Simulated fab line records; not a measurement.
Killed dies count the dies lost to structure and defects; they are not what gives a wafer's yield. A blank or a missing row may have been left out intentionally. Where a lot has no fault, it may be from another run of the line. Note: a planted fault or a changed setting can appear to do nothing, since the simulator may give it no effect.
The tool behind it: which one? / flow gf180mcu / 15 lots, 45 wafers sampled, at 5 steps of a route of 602

== WHAT THE GAUGES SHOWED, per wafer ==
GF_HV_LDD_TW_MEAS_23.
lot=L792; measured=day 11 22:22; on=film metro-01; HV_LDD_2_TW=1058 1052 1062
lot=L793; measured=day 12 09:12; on=film metro-03; HV_LDD_2_TW=1044 1043 1050
lot=L794; measured=day 12 19:27; on=film metro-01; HV_LDD_2_TW=1061 1062 1063
lot=L796; measured=day 13 21:26; on=film metro-01; HV_LDD_2_TW=1047 1046 1040
lot=L797; measured=day 13 21:45; on=film metro-03; HV_LDD_2_TW=1050 1049 1049
lot=L801; measured=day 14 16:13; on=film metro-02; HV_LDD_2_TW=1043 1039 1043
lot=L803; measured=day 15 01:29; on=film metro-02; HV_LDD_2_TW=1037 1040 1039
lot=L802; measured=day 15 01:49; on=film metro-01; HV_LDD_2_TW=1050 1045 1046
lot=L806; measured=day 15 18:43; on=film metro-02; HV_LDD_2_TW=1042 1036 1042
lot=L804; measured=day 15 22:33; on=film metro-03; HV_LDD_2_TW=1038 1049 1050
lot=L805; measured=day 15 22:58; on=film metro-03; HV_LDD_2_TW=1050 1045 1043
lot=L808; measured=day 16 14:37; on=film metro-03; HV_LDD_2_TW=1046 1042 1045
lot=L810; measured=day 17 02:11; on=film metro-01; HV_LDD_2_TW=1035 1040 1044
lot=L811; measured=day 17 10:50; on=film metro-01; HV_LDD_2_TW=1035 1037 1038
lot=L812; measured=day 17 18:40; on=film metro-02; HV_LDD_2_TW=1040 1035 1035

GF_NSD_TW_MEAS_12.
lot=L792; measured=day 14 11:00; on=film metro-04; NSD_TW=4229 4218 4236
lot=L793; measured=day 14 23:51; on=film metro-03; NSD_TW=4228 4231 4204
lot=L794; measured=day 15 11:42; on=film metro-01; NSD_TW=4215 4196 4230
lot=L796; measured=day 16 18:12; on=film metro-01; NSD_TW=4177 4202 4190
lot=L797; measured=day 16 18:16; on=film metro-03; NSD_TW=4200 4203 4203
lot=L801; measured=day 17 16:28; on=film metro-03; NSD_TW=4208 4199 4194
lot=L803; measured=day 18 01:27; on=film metro-01; NSD_TW=4174 4160 4160
lot=L802; measured=day 18 01:56; on=film metro-03; NSD_TW=4221 4189 4215
lot=L806; measured=day 18 19:41; on=film metro-04; NSD_TW=4222 4206 4208
lot=L804; measured=day 18 23:42; on=film metro-01; NSD_TW=4189 4184 4186
lot=L805; measured=day 19 00:19; on=film metro-03; NSD_TW=4246 4223 4231
lot=L808; measured=day 19 17:16; on=film metro-01; NSD_TW=4195 4226 4226
lot=L810; measured=day 20 05:29; on=film metro-04; NSD_TW=4202 4193 4186
lot=L811; measured=day 20 13:55; on=film metro-01; NSD_TW=4198 4216 4191
lot=L812; measured=day 20 23:10; on=film metro-03; NSD_TW=4277 4229 4248

GF_PSD_CD_MEAS_07: target cd 400 nm.
lot=L792; measured=day 15 06:36; on=cd sem-02; cd nm (nm)=401.7 401.1 400.9
lot=L793; measured=day 15 20:35; on=cd sem-01; cd nm (nm)=399.4 402.2 400.3
lot=L794; measured=day 16 09:07; on=cd sem-01; cd nm (nm)=399.9 400.7 398.6
lot=L796; measured=day 17 17:05; on=cd sem-01; cd nm (nm)=397.8 397.2 396.1
lot=L797; measured=day 17 17:21; on=cd sem-01; cd nm (nm)=398.1 396.9 397.4
lot=L801; measured=day 18 16:03; on=cd sem-01; cd nm (nm)=400.9 398.9 401.0
lot=L803; measured=day 19 00:38; on=cd sem-01; cd nm (nm)=399.7 400.4 401.0
lot=L802; measured=day 19 01:55; on=cd sem-01; cd nm (nm)=- - -
lot=L806; measured=day 19 19:44; on=cd sem-02; cd nm (nm)=- - -
lot=L804; measured=day 19 23:59; on=cd sem-01; cd nm (nm)=- - -
lot=L805; measured=day 20 00:36; on=cd sem-01; cd nm (nm)=400.6 400.8 402.9
lot=L808; measured=day 20 17:05; on=cd sem-01; cd nm (nm)=403.1 402.3 400.9
lot=L810; measured=day 21 04:58; on=cd sem-01; cd nm (nm)=402.4 401.9 401.9
lot=L811; measured=day 21 12:41; on=cd sem-02; cd nm (nm)=398.4 399.3 399.6
lot=L812; measured=day 21 22:13; on=cd sem-02; cd nm (nm)=400.3 399.8 400.4

GF_PSD_TW_MEAS_11.
lot=L792; measured=day 15 06:58; on=film metro-03; PSD_TW=3150 3148 3178
lot=L793; measured=day 15 20:59; on=film metro-01; PSD_TW=3140 3130 3142
lot=L794; measured=day 16 09:31; on=film metro-04; PSD_TW=3163 3167 3144
lot=L796; measured=day 17 17:29; on=film metro-03; PSD_TW=3154 3146 3159
lot=L797; measured=day 17 17:45; on=film metro-03; PSD_TW=3163 3137 3139
lot=L801; measured=day 18 16:26; on=film metro-03; PSD_TW=3126 3133 3142
lot=L803; measured=day 19 01:03; on=film metro-04; PSD_TW=3161 3145 3152
lot=L802; measured=day 19 02:19; on=film metro-01; PSD_TW=3142 3144 3154
lot=L806; measured=day 19 20:07; on=film metro-04; PSD_TW=3155 3145 3158
lot=L804; measured=day 20 00:23; on=film metro-01; PSD_TW=3138 3144 3146
lot=L805; measured=day 20 00:59; on=film metro-03; PSD_TW=3181 3187 3194
lot=L808; measured=day 20 17:28; on=film metro-04; PSD_TW=3139 3129 3139
lot=L810; measured=day 21 05:20; on=film metro-01; PSD_TW=3132 3127 3135
lot=L811; measured=day 21 13:06; on=film metro-03; PSD_TW=3123 3139 3153
lot=L812; measured=day 21 22:37; on=film metro-01; PSD_TW=3141 3140 3133

== TOOL THAT RAN EACH LOT (tool first, then ch and the chambers of the sampled wafers, then the start) ==
lot=L792; GF_PSD_COAT_02=litho track-02 ch 0, day 14 20:40
lot=L793; GF_PSD_COAT_02=litho track-02 ch 0, day 15 09:21
lot=L794; GF_PSD_COAT_02=litho track-02 ch 0, day 15 22:15
lot=L796; GF_PSD_COAT_02=litho track-02 ch 0, day 17 04:53
lot=L797; GF_PSD_COAT_02=litho track-04 ch 0, day 17 05:26
lot=L801; GF_PSD_COAT_02=litho track-04 ch 0, day 18 03:31
lot=L803; GF_PSD_COAT_02=litho track-03 ch 0, day 18 12:20
lot=L802; GF_PSD_COAT_02=litho track-02, day 18 13:52
lot=L806; GF_PSD_COAT_02=litho track-04, day 19 07:26
lot=L804; GF_PSD_COAT_02=litho track-03, day 19 12:02
lot=L805; GF_PSD_COAT_02=litho track-02 ch 0, day 19 12:05
lot=L808; GF_PSD_COAT_02=litho track-02 ch 0, day 20 04:43
lot=L810; GF_PSD_COAT_02=litho track-02 ch 0, day 20 17:55
lot=L811; GF_PSD_COAT_02=litho track-02 ch 0, day 21 01:11
lot=L812; GF_PSD_COAT_02=litho track-02 ch 0, day 21 10:13
- GF_PSD_COAT_02: resist thk 1000 nm.

== AS READ BY THE TOOLS THEMSELVES (means over the sampled wafers that have a number; for cases with no such wafer, the mark the record gives instead) ==
GF_PSD_COAT_02.
lot=L792; tool=litho track-02; chill plate temp C (C)=22.99; dispense pressure kPa (kPa)=58
lot=L793; tool=litho track-02; chill plate temp C (C)=23.04; dispense pressure kPa (kPa)=58
lot=L794; tool=litho track-02; chill plate temp C (C)=23.07; dispense pressure kPa (kPa)=58
lot=L796; tool=litho track-02; chill plate temp C (C)=22.86; dispense pressure kPa (kPa)=58
lot=L797; tool=litho track-04; chill plate temp C (C)=22.96; dispense pressure kPa (kPa)=58
lot=L801; tool=litho track-04; chill plate temp C (C)=22.84; dispense pressure kPa (kPa)=58
lot=L803; tool=litho track-03; chill plate temp C (C)=22.97; dispense pressure kPa (kPa)=48
lot=L802; tool=litho track-02; chill plate temp C (C)=-; dispense pressure kPa (kPa)=-
lot=L806; tool=litho track-04; chill plate temp C (C)=-; dispense pressure kPa (kPa)=-
lot=L804; tool=litho track-03; chill plate temp C (C)=-; dispense pressure kPa (kPa)=-
lot=L805; tool=litho track-02; chill plate temp C (C)=22.92; dispense pressure kPa (kPa)=58
lot=L808; tool=litho track-02; chill plate temp C (C)=22.89; dispense pressure kPa (kPa)=58
lot=L810; tool=litho track-02; chill plate temp C (C)=23.04; dispense pressure kPa (kPa)=58
lot=L811; tool=litho track-02; chill plate temp C (C)=23.09; dispense pressure kPa (kPa)=58
lot=L812; tool=litho track-02; chill plate temp C (C)=22.83; dispense pressure kPa (kPa)=58

== THE ANSWER, worked out from the rows above alone ==
Rule: usual is defined by the lots themselves. The widest of any qualifying gaps counts: lots, ordered by their means at a reading, are off when they make up no more than a third of the lots, leave a main group of 4 or more, and stand apart from it by 3 or more times the standard deviation of that group's means. A main group whose means are all the same, to the digits that the tables above print for the reading, isn't used. A lot without any number at a reading at which 4 lots or more have one is off too. All remaining lots with rows at the step are treated as sound. Order of review: gauges by route order, followed by the tools' own readings, for which a lot's mean as printed above is used. The first step at which some lot is off is used, and at that step the reading that is off furthest; a lot without a number counts as furthest.
Off: L802, L806, L804 (GF_PSD_CD_MEAS_07, cd nm). Without a number there: L802, L806, L804. The main group: mean 400.1 nm, standard deviation 1.5.
If a tool, at a process step before that reading, ran all the lots that are off and no sound lot after the first of them, it fits. Not tried: the gauges at GF_PSD_CD_MEAS_07; whatever is off there is also off at GF_PSD_COAT_02, on other tools, and gauge error can't account for it. None of those tried fits.

== WHAT WAS PUT IN BY THE SIMULATOR ==
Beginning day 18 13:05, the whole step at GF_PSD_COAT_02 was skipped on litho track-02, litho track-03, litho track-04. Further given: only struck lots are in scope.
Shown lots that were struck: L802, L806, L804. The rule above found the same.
